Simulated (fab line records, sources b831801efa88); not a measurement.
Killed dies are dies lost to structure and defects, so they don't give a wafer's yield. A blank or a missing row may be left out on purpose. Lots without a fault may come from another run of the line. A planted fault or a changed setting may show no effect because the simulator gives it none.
One fault seen from 2 desks | flow sfq_line | each desk has only its own numbers; what lay behind them comes last

THE TOOL OWNER'S DESK: rie_metal-04
The tool's own readings at SFQ_TRILAYER_M2_BARC_OPEN_METAL_ETCH_077 (etches BARC in O2, target depth 125 nm, time 41.7 s): means of the sampled wafers that have a number, for each lot that ran on this tool. A lot is out of limits, marked OUT, if its mean lies more than 4 standard deviations from the usual mean; the brackets give that distance.
Columns: A = bias_w at SFQ_TRILAYER_M2_BARC_OPEN_METAL_ETCH_077, usual 80.00 W; B = drypump_motor_current_A at SFQ_TRILAYER_M2_BARC_OPEN_METAL_ETCH_077, usual 5.7 A; C = oes_product_au at SFQ_TRILAYER_M2_BARC_OPEN_METAL_ETCH_077, usual 0.685 a.u.; D = run_length_s at SFQ_TRILAYER_M2_BARC_OPEN_METAL_ETCH_077, usual 70.19 s
lot  | first seen here | A     | B   | C     | D
L928 | day 32 10:56    | 79.88 | 6.1 | 0.683 | 70.12
L931 | day 32 15:46    | 79.85 | 6.1 | 0.684 | 70.32
L933 | day 32 20:32    | 79.72 | 6.2 | 0.689 | 69.66
L935 | day 33 03:53    | 79.89 | 6.1 | 0.688 | 69.68
L937 | day 33 07:43    | 80.14 | 6.1 | 0.690 | 69.52
This desk's finding: nothing out of limits on any of the 5 lots.

THE METROLOGY DESK
What the gauges read, lot by lot, whatever tool the lot ran on: means of the sampled wafers that have a number. A lot is out of limits, marked OUT, if its mean lies more than 4 standard deviations from the usual mean; the brackets give that distance.
Columns: A = I0_OVL at SFQ_I0_OVL_MEAS_908, usual 1 nm; B = I1_OVL at SFQ_I1_OVL_MEAS_913, usual 3 nm
lot  | first seen here | A  | B
L925 | day 16 15:44    | 0  | 11
L926 | day 16 20:16    | 2  | -2
L928 | day 16 22:40    | -3 | -6
L929 | day 17 01:04    | -3 | 4
L930 | day 17 03:28    | -5 | 4
L931 | day 17 04:41    | 5  | 4
L932 | day 17 05:52    | 1  | 7
L933 | day 17 09:28    | 8  | 1
L935 | day 17 13:04    | 8  | 10
L937 | day 17 16:40    | 2  | 12
L938 | day 17 20:16    | 7  | 7
L939 | day 19 10:40    | 5  | 3
L940 | day 19 11:52    | 1  | 3
L946 | day 28 10:04    | 7  | 9
L947 | day 28 12:28    | -2 | -5
This desk's finding: nothing out of limits on any of the 15 lots.

PUT TOGETHER
The tool owner's desk saw nothing out of limits.
The metrology desk saw nothing out of limits.

WHAT THE SIMULATOR HAD PUT IN
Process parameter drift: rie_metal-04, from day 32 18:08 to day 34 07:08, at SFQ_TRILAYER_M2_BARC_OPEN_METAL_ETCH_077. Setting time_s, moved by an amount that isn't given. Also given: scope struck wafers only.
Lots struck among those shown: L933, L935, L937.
